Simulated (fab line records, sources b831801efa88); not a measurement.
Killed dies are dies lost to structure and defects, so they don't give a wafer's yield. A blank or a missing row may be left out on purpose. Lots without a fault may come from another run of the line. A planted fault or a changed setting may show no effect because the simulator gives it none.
fab line records | flow gf180mcu
record lots=13 wafers=37 last_day=34
route steps=602 shown PSD@255 SAB@274 M1@315 V1@339
lots that met no fault: from a run of the same line without faults
start_h: hours from the record's first day to the start of the lot's first wafer shown | wait_h: hours since the lot's step before | " the same as in the row above | L1.1+2: a row that stands for several wafers | - no value, or no start given | * or withheld: withheld | < > ~ a bound
route shown NAME@n: a module of which the file shows steps, and the number in the route of the first | usual: mean/standard deviation of fault-free wafers | same: alike in all rows | chamber/n: place in a boat | sites: the reading at each site | _std_site: their standard deviation | _edge_site: outer sites' mean less inner sites' | radius_mm: how far each site lies from the wafer's centre | mask NAME#n: copy n | behind: the tool/chamber that last shaped the wafer | hold: why the lot was held/for how many hours/how that ended | device: the transistor (n, p or np) that didn't switch | end of line: the same wafers' tests at the end of the route | a step without rows: its recipe alone | killed: dies lost to structure and defects at the first sort, not the wafer's yield | map: a wafer's dies, x killed, . not, _ none there
set.NAME: the setting as run; set.NAME@STEP: as run at that earlier step | model.NAME: the simulator's own value behind a step, which no gauge read
steps of the route over a sample of lots; a table a step, a row a wafer
services: from which hour (start_h, from the record's first day; less than 0 if before it) a tool's chamber was out of use, for how many hours, and why
## steps
# step GF_PSD_CD_MEAS_07
# recipe target_cd_nm=400
# usual cd_nm=400.4/2.2
# columns lot.wafer tool chamber start_h wait_h cd_nm
L943.2 cd_sem-02 - 323.23 0.1 400.3
L943.4 " - " " 399.1
L943.5 " - " " 398.1
L944.1 cd_sem-01 - 334.77 0.1 405.0
L944.3 " - " " 404.6
L944.5 " - " " 404.5
L945.2 cd_sem-02 - 338.43 0.1 399.3
L945.4 " - " " 399.9
L945.5 " - " " 400.4
L947.3 cd_sem-02 - 357.30 0.1 399.9
L947.5 " - " " 398.0
L947.6 " - " " 397.4
L948.2 cd_sem-02 - 364.04 0.1 398.3
L948.3 " - " " 398.0
L948.6 " - " " 400.1
L949.1 cd_sem-01 - 381.04 0.2 404.2
L949.3 " - " " 402.1
L949.5 " - " " 400.0
L950.1 cd_sem-01 - 386.99 0.1 399.9
L950.5 " - " " 399.0
L953.1 cd_sem-01 - 409.26 0.1 401.9
L953.6 " - " " 403.0
L961.1 cd_sem-01 - 477.43 0.1 402.4
L961.3 " - " " 403.9
L961.4 " - " " 402.5
L962.1 cd_sem-01 - 481.83 0.1 401.1
L962.5 " - " " 400.7
L962.6 " - " " 399.4
L963.1 cd_sem-01 - 493.51 0.1 400.3
L963.3 " - " " 401.7
L963.6 " - " " 399.6
L964.3 cd_sem-01 - 497.95 0.1 398.0
L964.4 " - " " 398.1
L964.6 " - " " 397.9
L965.1 cd_sem-01 - 513.81 0.1 402.6
L965.2 " - " " 402.5
L965.6 " - " " 402.4
# step GF_SAB_OVL_MEAS_10
# usual SAB_OVL=0.1/1.5
# columns lot.wafer tool chamber start_h wait_h SAB_OVL[nm]
L943.2 overlay-02 - 345.20 0.1 0.0
L943.4 " - " " 0.5
L943.5 " - " " -0.5
L944.1 overlay-01 - 357.04 0.1 -0.6
L944.3 " - " " -2.1
L944.5 " - " " -0.9
L945.2 overlay-02 - 360.95 0.1 -1.2
L945.4 " - " " 0.0
L945.5 " - " " -2.0
L947.3 overlay-02 - 380.45 0.1 -0.1
L947.5 " - " " 0.0
L947.6 " - " " 1.1
L948.2 overlay-02 - 387.33 0.1 0.1
L948.3 " - " " -0.3
L948.6 " - " " -0.8
L949.1 overlay-02 - 404.64 0.1 -1.3
L949.3 " - " " -0.5
L949.5 " - " " -1.1
L950.1 overlay-01 - 410.49 0.1 1.0
L950.5 " - " " 2.2
L953.1 overlay-02 - 433.89 0.1 -2.2
L953.6 " - " " -0.1
L961.1 overlay-02 - 501.89 0.1 -0.2
L961.3 " - " " -0.2
L961.4 " - " " -0.7
L962.1 overlay-02 - 506.89 0.1 1.3
L962.5 " - " " 0.2
L962.6 " - " " 1.6
L963.1 overlay-02 - 517.04 0.1 -2.9
L963.3 " - " " 0.0
L963.6 " - " " -1.1
L964.3 overlay-01 - 522.50 0.1 1.8
L964.4 " - " " 0.7
L964.6 " - " " 2.9
L965.1 overlay-02 - 537.29 0.1 -0.5
L965.2 " - " " 1.0
L965.6 " - " " -1.0
# step GF_M1_SPUTTER_00
# recipe material=Ti target_thk_nm=37.5 arriving_ion_energy_ev=80 substrate_temp_c=200 chamber_pressure_pa=2 power_w=4000 time_s=150
# usual throttle_valve_pct=30.0/0.84
# columns lot.wafer tool chamber start_h wait_h throttle_valve_pct
L943.2 pvd_sputter-02 - 369.92 0.2 29.1
L943.4 " - " " 31.0
L943.5 " - " " 30.1
L944.1 pvd_sputter-04 - 382.23 0.1 31.0
L944.3 " - " " 31.4
L944.5 " - " " 29.6
L945.2 pvd_sputter-02 - 385.67 0.1 28.8
L945.4 " - " " 29.9
L945.5 " - " " 30.1
L947.3 pvd_sputter-04 - 408.87 0.1 31.5
L947.5 " - " " 31.0
L947.6 " - " " 31.5
L948.2 pvd_sputter-01 - 413.57 0.1 28.9
L948.3 " - " " 30.1
L948.6 " - " " 29.1
L949.1 pvd_sputter-01 - 434.35 0.2 29.1
L949.3 " - " " 30.1
L949.5 " - " " 30.4
L950.1 pvd_sputter-04 - 437.70 0.1 31.5
L950.5 " - " " 31.4
L953.1 pvd_sputter-04 - 461.19 0.2 31.3
L953.6 " - " " 30.3
L961.1 pvd_sputter-01 - 527.28 0.2 29.7
L961.3 " - " " 28.9
L961.4 " - " " 30.1
L962.1 pvd_sputter-02 - 532.83 0.1 29.2
L962.5 " - " " 29.3
L962.6 " - " " 30.0
L963.1 pvd_sputter-01 - 542.69 0.1 30.1
L963.3 " - " " 30.4
L963.6 " - " " 30.0
L964.3 pvd_sputter-01 - 547.68 0.2 30.0
L964.4 " - " " 29.9
L964.6 " - " " 29.8
L965.1 pvd_sputter-01 - 571.85 0.1 30.1
L965.2 " - " " 30.2
L965.6 " - " " 30.2
# step GF_V1_CMP_04
# recipe material=SiO2 down_force_psi=4 platen_rpm=60 pad_velocity_m_s=0.94248
# usual edge_zone_pressure_frac=1.000/0.0049 motor_current_A=12.0/1.6 slurry_flow_ml_min=150.0/0.47 time_to_endpoint_s=82/5.7
# columns lot.wafer tool chamber start_h wait_h edge_zone_pressure_frac motor_current_A slurry_flow_ml_min time_to_endpoint_s
L943.4 cmp-02 0 394.26 0.0 1.000 12.1 149.7 84
L943.2 " 3 " " 0.992 10.6 149.2 75
L943.5 " 0 " " 0.998 11.3 150.0 85
L944.1 cmp-02 2 409.22 2.7 1.001 15.1 149.6 84
L944.3 " 0 " " 1.009 11.7 149.4 77
L944.5 " 1 " " 0.998 12.7 149.6 85
L945.4 cmp-01 2 410.19 0.0 0.995 11.6 149.7 82
L945.2 " 3 " " 1.001 10.9 149.2 77
L945.5 " 2 " " 1.001 11.9 149.9 82
L947.3 cmp-02 1 434.16 0.2 0.999 13.6 149.8 74
L947.6 " 2 " " 1.002 14.8 149.4 86
L947.5 " 3 " " 1.006 10.5 149.7 80
L948.2 cmp-01 0 439.66 0.1 1.007 12.0 149.9 91
L948.3 " 1 " " 1.003 10.3 150.9 89
L948.6 " 3 " " 0.997 10.4 150.2 87
L949.1 cmp-02 2 460.10 0.1 1.005 14.9 150.6 85
L949.3 " 0 " " 0.992 12.0 150.1 85
L949.5 " 2 " " 0.990 14.7 150.0 96
L950.1 cmp-02 3 463.51 0.1 0.998 10.4 149.8 51
L950.5 " 0 " " 0.995 12.0 149.6 84
L953.1 cmp-02 2 487.37 0.1 1.003 15.3 150.4 60
L953.6 " 2 " " 0.993 15.2 149.5 68
L961.3 cmp-02 0 551.25 0.1 0.998 11.9 150.3 81
L961.1 " 1 " " 1.003 13.9 149.1 85
L961.4 " 2 " " 1.001 15.2 149.6 89
L962.1 cmp-01 1 556.26 0.1 0.997 9.5 150.0 87
L962.5 " 3 " " 0.999 10.4 150.8 86
L962.6 " 0 " " 0.999 11.4 149.9 89
L963.3 cmp-02 2 570.21 0.0 0.998 16.0 150.0 86
L963.1 " 0 " " 0.995 12.5 151.1 84
L963.6 " 3 " " 0.999 10.6 150.2 85
L964.3 cmp-02 2 571.28 0.2 1.008 15.6 150.7 79
L964.4 " 3 " " 1.005 11.3 149.8 81
L964.6 " 2 " " 1.007 14.8 150.3 86
L965.1 cmp-02 1 594.80 0.2 0.993 13.7 149.5 78
L965.2 " 2 " " 1.001 14.9 149.9 81
L965.6 " 3 " " 1.001 10.2 149.9 76
# step GF_V1_ETCH_17
# recipe chemistry=C4F8/O2/Ar mask_material=KrF target=SiO2 stop_on=TiN source_w=1500 bias_w=1200 pressure_mtorr=40 c4f8_flow_sccm=withheld O2_flow_sccm=6 Ar_flow_sccm=300 time_s=withheld target_depth_a=6300
# usual oes_product_au=0.856/0.0042
# columns lot.wafer tool chamber start_h wait_h oes_product_au
L943.2 rie_diel-01 3 - - 0.846
L943.4 " 2 " " 0.850
L943.5 " 3 " " 0.857
L944.1 rie_diel-03 3 - - 0.853
L944.3 " 2 " " 0.855
L944.5 " 2 " " 0.855
L945.2 rie_diel-02 1 - - 0.858
L945.4 " 2 " " 0.859
L945.5 " 0 " " 0.856
L947.3 rie_diel-03 0 - - 0.866
L947.5 " 0 " " 0.857
L947.6 " 3 " " 0.858
L948.2 rie_diel-02 1 - - 0.852
L948.3 " 2 " " 0.865
L948.6 " 3 " " 0.849
L949.1 rie_diel-01 2 - - 0.861
L949.3 " 0 " " 0.855
L949.5 " 0 " " 0.853
L950.1 rie_diel-03 0 - - 0.909
L950.5 " 0 " " 0.860
L953.1 rie_diel-01 3 - - 0.908
L953.6 " 0 " " 0.903
L961.1 rie_diel-01 3 - - 0.864
L961.3 " 2 " " 0.854
L961.4 " 3 " " 0.853
L962.1 rie_diel-03 0 - - 0.860
L962.5 " 1 " " 0.848
L962.6 " 2 " " 0.853
L963.1 rie_diel-01 2 - - 0.853
L963.3 " 1 " " 0.855
L963.6 " 0 " " 0.860
L964.3 rie_diel-03 1 - - 0.852
L964.4 " 2 " " 0.850
L964.6 " 0 " " 0.849
L965.1 rie_diel-01 1 - - 0.852
L965.2 " 0 " " 0.863
L965.6 " 1 " " 0.857
## services
# columns tool chamber start_h hours kind
rie_diel-01 1 353.24 7.2 repair
rie_diel-03 3 353.78 20.0 repair
cmp-01 - 354.23 2.0 repair
cmp-01 - 367.77 3.6 pm
cmp-02 - 376.52 3.6 repair
rie_diel-01 - 382.19 2.8 pm
cmp-02 - 404.27 4.0 pm
cmp-01 - 405.36 3.6 repair
cmp-01 - 427.27 2.4 repair
pvd_sputter-01 - 432.86 0.8 repair
pvd_sputter-02 - 434.29 0.6 repair
cmp-01 - 451.44 3.9 repair
rie_diel-01 0 451.81 5.7 repair
cmp-01 - 455.34 6.7 pm
pvd_sputter-04 - 464.76 3.6 repair
rie_diel-03 1 486.68 11.8 repair
rie_diel-01 2 498.51 2.7 repair
rie_diel-01 2 505.96 2.0 repair
rie_diel-01 2 534.01 4.9 repair
rie_diel-03 0 544.00 8.7 repair
cmp-02 - 556.30 5.4 pm
pvd_sputter-04 - 565.59 16.2 repair
cmp-02 - 566.81 1.6 repair
rie_diel-03 3 571.10 6.9 repair
## key
first_sign step=GF_V1_CMP_04 reading=time_to_endpoint_s direction=down sigmas=3.9 usual=* struck=*
effect step=GF_V1_ETCH_17 reading=oes_product_au direction=up sigmas=12 usual=0.856 struck=0.907
met_at GF_V1_CMP_04
struck_lots L950,L953
struck_wafers L950.1,L953.1,L953.6
not_acting_at GF_PSD_CD_MEAS_07,GF_SAB_OVL_MEAS_10,GF_M1_SPUTTER_00
onset_between 460.10 463.51
fault kind=process_parameter_drift tool=cmp-02 chamber=- onset_h=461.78 steps=GF_V1_CMP_04 channel=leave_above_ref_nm offset=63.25 shape=step end_h=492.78 scope=struck_wafers_only acts_in=these_recipes_only stated=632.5
